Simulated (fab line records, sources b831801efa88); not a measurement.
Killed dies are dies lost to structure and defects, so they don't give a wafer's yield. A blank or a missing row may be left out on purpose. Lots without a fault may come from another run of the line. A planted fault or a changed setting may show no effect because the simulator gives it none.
Which tool did it? | flow gf180mcu | 12 lots, 36 wafers sampled, at 4 steps of a route of 602

WHAT THE GAUGES READ, wafer by wafer
GF_V2_BOW_MEAS_05.
lot  | measured     | on            | V2_BOW (um)
L075 | day 19 17:44 | film_metro-03 | 101 90 89
L076 | day 20 05:32 | film_metro-04 | 103 106 107
L079 | day 21 01:00 | film_metro-03 | 107 90 100
L081 | day 21 14:53 | film_metro-04 | 82 99 89
L083 | day 22 17:19 | film_metro-03 | 102 102 111
L085 | day 22 22:38 | film_metro-01 | 80 91 64
L087 | day 23 22:13 | film_metro-01 | 97 108 106
L089 | day 24 09:38 | film_metro-04 | 105 106 91
L091 | day 25 06:41 | film_metro-04 | 86 83 90
L093 | day 25 20:58 | film_metro-03 | 82 96 98
L096 | day 26 23:32 | film_metro-03 | 103 95 96
L097 | day 27 07:07 | film_metro-01 | 95 94 98

WHICH TOOL RAN EACH LOT (tool, then ch and the chambers of the sampled wafers, then the start)
lot  | GF_V1_ETCH_17                                 | GF_V1_CVD_23                  | GF_M2_STRIP_17
L075 | rie_diel-02 ch 2,3, day 18 15:46 or earlier   | cvd_w-01 ch 0,1, day 18 15:46 | plasma_asher-03 ch 0,1, day 19 16:37
L076 | rie_diel-02 ch 1,3, day 19 03:04 or earlier   | cvd_w-01 ch 0,1, day 19 03:04 | plasma_asher-03 ch 0,1, day 20 04:25
L079 | rie_diel-02 ch 1,2, day 19 22:47 or earlier   | cvd_w-02 ch 0,1, day 19 22:47 | plasma_asher-01 ch 0,1, day 20 23:53
L081 | rie_diel-03 ch 2,3, day 20 13:22 or earlier   | cvd_w-02 ch 0,1, day 20 13:22 | plasma_asher-03 ch 0,1, day 21 13:47
L083 | rie_diel-02 ch 0,1,3, day 21 15:55 or earlier | cvd_w-01 ch 0,1, day 21 15:55 | plasma_asher-04 ch 0,1, day 22 16:11
L085 | rie_diel-03 ch 1,2,3, day 21 20:48 or earlier | cvd_w-01 ch 0, day 21 20:48   | plasma_asher-03 ch 0,1, day 22 21:32
L087 | rie_diel-02 ch 0,2,3, day 22 21:05 or earlier | cvd_w-02 ch 0,1, day 22 21:05 | plasma_asher-04 ch 0,1, day 23 20:41
L089 | rie_diel-02 ch 0,2,3, day 23 09:27 or earlier | cvd_w-01 ch 0,1, day 23 09:27 | plasma_asher-03 ch 0,1, day 24 08:32
L091 | rie_diel-04 ch 0,2,3, day 24 05:53 or earlier | cvd_w-01 ch 0,1, day 24 05:53 | plasma_asher-04 ch 0,1, day 25 05:25
L093 | rie_diel-03 ch 0,1,3, day 24 20:40 or earlier | cvd_w-02 ch 0,1, day 24 20:40 | plasma_asher-04 ch 0,1, day 25 19:50
L096 | rie_diel-04 ch 0,2,3, day 26 00:21 or earlier | cvd_w-01 ch 0,1, day 26 00:21 | plasma_asher-04 ch 0,1, day 26 22:27
L097 | rie_diel-04 ch 0,2, day 26 07:46 or earlier   | cvd_w-01 ch 1, day 26 07:46   | plasma_asher-04 ch 0,1, day 27 06:00
- GF_V1_ETCH_17: etches SiO2 in C4F8/O2/Ar, stops on TiN, target depth 630 nm.
- GF_V1_CVD_23: deposits W, target thk 350 nm, time 105.05 s.
- GF_M2_STRIP_17: strips in O2/N2.

THE ANSWER, worked out from the rows above alone
Rule: what is usual is taken from the lots themselves. Put in order of their means at a reading, lots are off if they are a third of the lots or fewer, leave a main group of 4 or more, and stand apart from it by a gap of 3 or more times the standard deviation of the main group's means; of several such gaps the widest counts. A main group whose means are all the same, to the digits that the tables above print for the reading, isn't used. A lot without any number at a reading at which 4 lots or more have one is off too. The other lots that the step has rows for count as sound.
No lot is off at any reading shown: from this, nothing can be told.

WHAT THE SIMULATOR HAD PUT IN
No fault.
